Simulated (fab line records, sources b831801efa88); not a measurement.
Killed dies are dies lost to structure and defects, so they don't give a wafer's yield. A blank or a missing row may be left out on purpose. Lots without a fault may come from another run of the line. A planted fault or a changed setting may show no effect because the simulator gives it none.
fab line records | flow sky130
record lots=10 wafers=30 last_day=50
route steps=708 shown METAL3@569 VIA3@588 VIA4@657
lots that met no fault: from a run of the same line without faults
start_h: hours from the record's first day to the start of the lot's first wafer shown | wait_h: hours since the lot's step before | " the same as in the row above | L1.1+2: a row that stands for several wafers | - no value, or no start given | * or withheld: withheld | < > ~ a bound
route shown NAME@n: a module of which the file shows steps, and the number in the route of the first | usual: mean/standard deviation of fault-free wafers | same: alike in all rows | chamber/n: place in a boat | sites: the reading at each site | _std_site: their standard deviation | _edge_site: outer sites' mean less inner sites' | radius_mm: how far each site lies from the wafer's centre | mask NAME#n: copy n | behind: the tool/chamber that last shaped the wafer | hold: why the lot was held/for how many hours/how that ended | device: the transistor (n, p or np) that didn't switch | end of line: the same wafers' tests at the end of the route | a step without rows: its recipe alone | killed: dies lost to structure and defects at the first sort, not the wafer's yield | map: a wafer's dies, x killed, . not, _ none there
set.NAME: the setting as run; set.NAME@STEP: as run at that earlier step | model.NAME: the simulator's own value behind a step, which no gauge read
steps of the route over a sample of lots; a table a step, a row a wafer
services: from which hour (start_h, from the record's first day; less than 0 if before it) a tool's chamber was out of use, for how many hours, and why
## steps
# step SKY_METAL3_STRIP_19
# recipe chemistry=O2/N2 power_w=1400 pressure_mtorr=1500 platen_temp_c=withheld o2_flow_sccm=3000 n2_flow_sccm=300 overash_fraction=0.5
# usual drypump_motor_current_A=5.7/0.47 n2_flow_sccm=300.1/0.86 o2_flow_sccm=3001/9.6 oes_product_au=0.495/0.0055 strip_time_to_endpoint_s=6.36/0.09
# columns lot.wafer tool chamber start_h wait_h drypump_motor_current_A n2_flow_sccm o2_flow_sccm oes_product_au rf_hours_counter_h strip_time_to_endpoint_s
L566.2 plasma_asher-03 1 910.01 0.1 6.0 300.6 3003 0.495 114 6.43
L566.4 " 1 " " 6.0 297.0 2993 0.486 - 6.43
L566.5 " 1 " " 6.0 300.2 3005 0.490 - 6.19
L567.2 plasma_asher-01 1 911.81 0.2 5.4 299.9 2984 0.500 73 6.46
L567.5 " 1 " " 5.4 301.1 3001 0.496 - 6.48
L567.6 " 0 " " 5.9 300.9 3012 0.494 - 6.52
L569.2 plasma_asher-03 1 930.88 0.1 6.0 301.0 3002 0.506 117 6.44
L569.3 " 1 " " 6.0 301.2 3000 0.496 - 6.50
L569.6 " 1 " " 6.0 300.7 3007 0.492 - 6.33
L572.1 plasma_asher-01 0 959.21 0.1 5.9 300.8 2989 0.486 77 6.22
L572.2 " 1 " " 5.4 299.8 2998 0.495 77 6.40
L572.5 " 0 " " 5.9 299.6 2997 0.500 - 6.44
L573.2 plasma_asher-01 0 961.73 0.1 5.9 299.3 2993 0.499 78 6.35
L573.3 " 1 " " 5.4 300.3 2997 0.498 - 6.44
L573.6 " 1 " " 5.4 301.2 3003 0.491 - 6.41
L577.2 plasma_asher-01 1 983.71 0.1 5.4 300.6 3003 0.495 80 6.33
L577.3 " 1 " " 5.4 300.3 3012 0.484 - 6.24
L577.6 " 0 " " 5.9 300.6 3012 0.498 - 6.34
L580.2 plasma_asher-01 0 1010.93 0.1 5.9 301.0 3009 0.491 83 6.24
L580.5 " 0 " " 6.0 301.5 3000 0.497 - 6.26
L580.6 " 1 " " 5.4 300.8 2996 0.496 - 6.50
L581.1 plasma_asher-04 0 1012.43 0.1 4.8 300.1 3005 0.500 29 6.45
L581.2 " 1 " " 6.1 300.5 2997 0.490 29 6.32
L581.5 " 0 " " 4.8 299.2 3001 0.495 - 6.28
L583.1 plasma_asher-04 1 1020.99 0.1 6.1 301.3 3020 0.500 30 6.24
L583.4 " 1 " " 6.1 299.4 3011 0.499 - 6.37
L583.5 " 1 " " 6.1 299.5 3010 0.497 - 6.25
L589.1 plasma_asher-01 0 1062.67 0.3 5.9 300.6 3002 0.498 89 6.37
L589.3 " 1 " " 5.4 299.7 2993 0.488 - 6.37
L589.4 " 0 " " 5.9 299.9 2987 0.495 - 6.32
# step SKY_VIA3_ETCH_15
# recipe target=SiO2 chemistry=C4F8/O2/Ar target_depth_nm=507 stop_on=TiN mask_material=KrF-thick source_w=1500 bias_w=1200 pressure_mtorr=40 c4f8_flow_sccm=withheld O2_flow_sccm=6 Ar_flow_sccm=300 time_s=78
# usual oes_product_au=0.946/0.0045
# columns lot.wafer tool chamber start_h wait_h oes_product_au rf_hours_counter_h
L566.2 rie_diel-02 1 936.53 0.0 0.945 26
L566.4 " 0 " " 0.948 20
L566.5 " 2 " " 0.943 -
L567.2 rie_diel-01 2 938.49 0.0 0.949 16
L567.5 " 1 " " 0.942 -
L567.6 " 2 " " 0.944 -
L569.2 rie_diel-03 0 956.39 0.0 0.958 26
L569.3 " 1 " " 0.949 17
L569.6 " 3 " " 0.938 -
L572.1 rie_diel-01 1 985.18 0.0 0.947 11
L572.2 " 0 " " 0.940 27
L572.5 " 0 " " 0.940 -
L573.2 rie_diel-03 1 987.69 0.0 0.942 18
L573.3 " 2 " " 0.945 19
L573.6 " 0 " " 0.946 -
L577.2 rie_diel-02 0 1009.49 0.0 0.943 22
L577.3 " 3 " " 0.955 -
L577.6 " 3 " " 0.935 -
L580.2 rie_diel-02 0 1034.89 0.0 0.944 23
L580.5 " 3 " " 0.941 -
L580.6 " 2 " " 0.941 -
L581.1 rie_diel-01 2 1036.28 0.0 0.941 20
L581.2 " 3 " " 0.952 13
L581.5 " 2 " " 0.945 -
L583.1 rie_diel-01 0 1044.74 0.0 0.949 29
L583.4 " 1 " " 0.948 13
L583.5 " 0 " " 0.948 -
L589.1 rie_diel-03 0 1085.70 0.0 0.948 0
L589.3 " 2 " " 0.952 22
L589.4 " 1 " " 0.950 21
# step SKY_VIA3_THK_MEAS_23
# recipe thk_meas_gauge=xrf reads=W_of_VIA3_CVD_21
# usual VIA3_W_THK=395/9.4
# columns lot.wafer tool chamber start_h wait_h VIA3_W_THK[nm]
L566.2 film_metro-01 - 937.50 0.1 389
L566.4 " - " " 394
L566.5 " - " " 385
L567.2 film_metro-04 - 939.54 0.1 387
L567.5 " - " " 387
L567.6 " - " " 395
L569.2 film_metro-04 - 957.37 0.1 382
L569.3 " - " " 388
L569.6 " - " " 387
L572.1 film_metro-02 - 986.21 0.1 405
L572.2 " - " " 396
L572.5 " - " " 407
L573.2 film_metro-01 - 988.76 0.1 398
L573.3 " - " " 403
L573.6 " - " " 397
L577.2 film_metro-02 - 1010.48 0.1 403
L577.3 " - " " 401
L577.6 " - " " 400
L580.2 film_metro-01 - 1035.88 0.1 399
L580.5 " - " " 404
L580.6 " - " " 384
L581.1 film_metro-01 - 1037.25 0.1 406
L581.2 " - " " 389
L581.5 " - " " 408
L583.1 film_metro-04 - 1045.72 0.1 389
L583.4 " - " " 398
L583.5 " - " " 384
L589.1 film_metro-02 - 1087.05 0.1 398
L589.3 " - " " 396
L589.4 " - " " 412
# step SKY_VIA4_CVD_18
# recipe material=W target_thk_nm=505 time_s=152.14 temp_c=400 pressure_torr=40
# usual heater_power_w=816/97
# columns lot.wafer tool chamber start_h wait_h heater_power_w
L566.2 cvd_w-01 0 1014.05 0.0 665
L566.4 " 1 " " 830
L566.5 " 1 " " 832
L567.2 cvd_w-01 1 1015.44 0.0 831
L567.5 " 0 " " 687
L567.6 " 1 " " 818
L569.2 cvd_w-02 0 1029.34 0.0 752
L569.3 " 0 " " 774
L569.6 " 0 " " 779
L572.1 cvd_w-01 0 1058.49 0.0 692
L572.2 " 1 " " 844
L572.5 " 1 " " 819
L573.2 cvd_w-02 1 1061.81 0.0 940
L573.3 " 0 " " 772
L573.6 " 1 " " 927
L577.2 cvd_w-02 1 1081.11 0.0 931
L577.3 " 0 " " 776
L577.6 " 1 " " 974
L580.2 cvd_w-02 0 1103.99 0.0 748
L580.5 " 0 " " 783
L580.6 " 1 " " 943
L581.1 cvd_w-02 0 1105.79 0.0 753
L581.2 " 1 " " 936
L581.5 " 1 " " 955
L583.1 cvd_w-01 1 1113.45 0.0 814
L583.4 " 0 " " 680
L583.5 " 1 " " 820
L589.1 cvd_w-01 1 1149.45 0.0 830
L589.3 " 0 " " 700
L589.4 " 1 " " 825
# step SKY_VIA4_RS_MEAS_19
# recipe thk_meas_gauge=four-point-probe reads=W_of_VIA4_CVD_18+TiN_of_VIA4_SPUTTER_17
# usual VIA4_W_RS=0.227/0.0048
# columns lot.wafer tool chamber start_h wait_h VIA4_W_RS[ohm/sq]
L566.2 film_metro-02 - 1014.22 0.1 0.230
L566.4 " - " " 0.236
L566.5 " - " " 0.231
L567.2 film_metro-02 - 1015.62 0.1 0.232
L567.5 " - " " 0.229
L567.6 " - " " 0.234
L569.2 film_metro-04 - 1029.51 0.1 0.220
L569.3 " - " " 0.220
L569.6 " - " " 0.220
L572.1 film_metro-04 - 1058.64 0.1 0.228
L572.2 " - " " 0.231
L572.5 " - " " 0.233
L573.2 film_metro-03 - 1061.98 0.1 0.228
L573.3 " - " " 0.220
L573.6 " - " " 0.230
L577.2 film_metro-02 - 1081.29 0.1 0.226
L577.3 " - " " 0.221
L577.6 " - " " 0.228
L580.2 film_metro-02 - 1104.17 0.1 0.221
L580.5 " - " " 0.133
L580.6 " - " " 0.137
L581.1 film_metro-04 - 1105.94 0.1 0.132
L581.2 " - " " 0.230
L581.5 " - " " 0.137
L583.1 film_metro-04 - 1113.60 0.1 0.232
L583.4 " - " " 0.230
L583.5 " - " " 0.232
L589.1 film_metro-04 - 1149.60 0.1 0.232
L589.3 " - " " 0.231
L589.4 " - " " 0.230
# step SKY_VIA4_THK_MEAS_20
# recipe thk_meas_gauge=xrf reads=W_of_VIA4_CVD_18
# usual VIA4_W_THK=511/11
# columns lot.wafer tool chamber start_h wait_h VIA4_W_THK[nm]
L566.2 film_metro-02 - 1014.33 0.1 503
L566.4 " - " " 489
L566.5 " - " " 498
L567.2 film_metro-02 - 1015.73 0.1 492
L567.5 " - " " 500
L567.6 " - " " 493
L569.2 film_metro-04 - 1029.62 0.1 528
L569.3 " - " " 530
L569.6 " - " " 529
L572.1 film_metro-04 - 1058.76 0.1 512
L572.2 " - " " 508
L572.5 " - " " 499
L573.2 film_metro-03 - 1062.09 0.1 511
L573.3 " - " " 530
L573.6 " - " " 508
L577.2 film_metro-02 - 1081.40 0.1 507
L577.3 " - " " 519
L577.6 " - " " 501
L580.2 film_metro-02 - 1104.28 0.1 522
L580.5 " - " " 876
L580.6 " - " " 848
L581.1 film_metro-04 - 1106.06 0.1 884
L581.2 " - " " 508
L581.5 " - " " 853
L583.1 film_metro-04 - 1113.72 0.1 501
L583.4 " - " " 503
L583.5 " - " " 501
L589.1 film_metro-04 - 1149.72 0.1 500
L589.3 " - " " 506
L589.4 " - " " 506
# step SKY_VIA4_CMP_21
# recipe stop_on=SiO2 t_overpolish_s=25 down_force_psi=3.5 platen_rpm=60 target_thk_nm=0 pad_velocity_m_s=0.94248
# usual motor_current_A=11.3/1.1 time_to_endpoint_s=121/5.9
# columns lot.wafer tool chamber start_h wait_h motor_current_A time_to_endpoint_s
L566.2 cmp-02 0 1014.38 0.0 9.7 118
L566.4 " 1 " " 11.7 120
L566.5 " 0 " " 9.7 113
L567.2 cmp-02 0 1015.83 0.1 9.5 110
L567.5 " 3 " " 10.7 117
L567.6 " 0 " " 9.7 110
L569.2 cmp-01 2 1029.67 0.0 11.7 126
L569.3 " 3 " " 12.7 117
L569.6 " 3 " " 12.9 116
L572.2 cmp-01 3 1058.92 0.1 13.5 111
L572.1 " 0 " " 9.3 120
L572.5 " 2 " " 11.4 118
L573.2 cmp-02 0 1062.43 0.3 9.3 113
L573.3 " 1 " " 11.8 128
L573.6 " 0 " " 8.9 111
L577.2 cmp-02 2 1081.50 0.1 12.3 124
L577.3 " 3 " " 11.1 124
L577.6 " 2 " " 12.2 125
L580.2 cmp-01 2 1104.48 0.2 12.3 138
L580.6 " 3 " " 13.7 199
L580.5 " 0 " " 10.0 220
L581.1 cmp-01 3 1106.17 0.1 12.9 200
L581.2 " 0 " " 9.9 128
L581.5 " 2 " " 11.8 210
L583.4 cmp-01 2 1113.91 0.1 11.2 126
L583.1 " 0 " " 9.8 126
L583.5 " 3 " " 13.4 112
L589.1 cmp-01 3 1150.30 0.6 13.2 117
L589.4 " 0 " " 10.2 125
L589.3 " 1 " " 11.6 122
## services
# columns tool chamber start_h hours kind
cvd_w-01 - 896.99 50.4 repair
cmp-02 - 912.19 4.0 pm
cmp-01 - 916.53 4.3 repair
cmp-02 - 934.79 0.2 repair
cvd_w-01 - 947.41 14.0 pm
cmp-02 - 950.44 1.7 repair
cmp-01 - 956.73 0.9 repair
rie_diel-01 1 966.93 3.0 repair
cmp-01 - 975.58 2.5 repair
rie_diel-01 1 976.97 4.0 repair
plasma_asher-01 - 986.27 2.8 pm
cmp-01 - 1012.97 3.0 repair
cmp-01 - 1033.90 1.7 repair
cvd_w-02 - 1053.82 4.7 repair
cmp-01 - 1059.91 7.9 pm
cvd_w-01 - 1065.07 0.8 repair
cvd_w-01 - 1066.12 6.9 pm
cmp-01 - 1071.14 1.6 repair
cmp-01 - 1076.29 5.3 repair
cvd_w-01 - 1079.50 28.1 pm
plasma_asher-01 - 1088.08 15.6 repair
cmp-01 - 1091.02 0.8 repair
cmp-01 - 1097.19 2.4 repair
cmp-01 - 1099.61 4.0 pm
## key
first_sign step=SKY_VIA4_RS_MEAS_19 reading=VIA4_W_RS direction=down sigmas=19 usual=0.227 struck=0.135
effect step=SKY_VIA4_THK_MEAS_20 reading=VIA4_W_THK direction=up sigmas=32 usual=511 struck=865
effect step=SKY_VIA4_CMP_21 reading=time_to_endpoint_s direction=up sigmas=15 usual=* struck=*
met_at SKY_VIA4_CVD_18
struck_lots L580,L581
struck_wafers L580.5,L580.6,L581.1,L581.5
not_acting_at SKY_METAL3_STRIP_19,SKY_VIA3_ETCH_15,SKY_VIA3_THK_MEAS_23
onset_between 1081.11 1103.99
fault kind=process_parameter_drift tool=cvd_w-02 chamber=- onset_h=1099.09 steps=SKY_VIA4_CVD_18 channel=target_thk_nm offset=334.53 shape=step end_h=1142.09 scope=struck_wafers_only acts_in=these_recipes_only stated=505
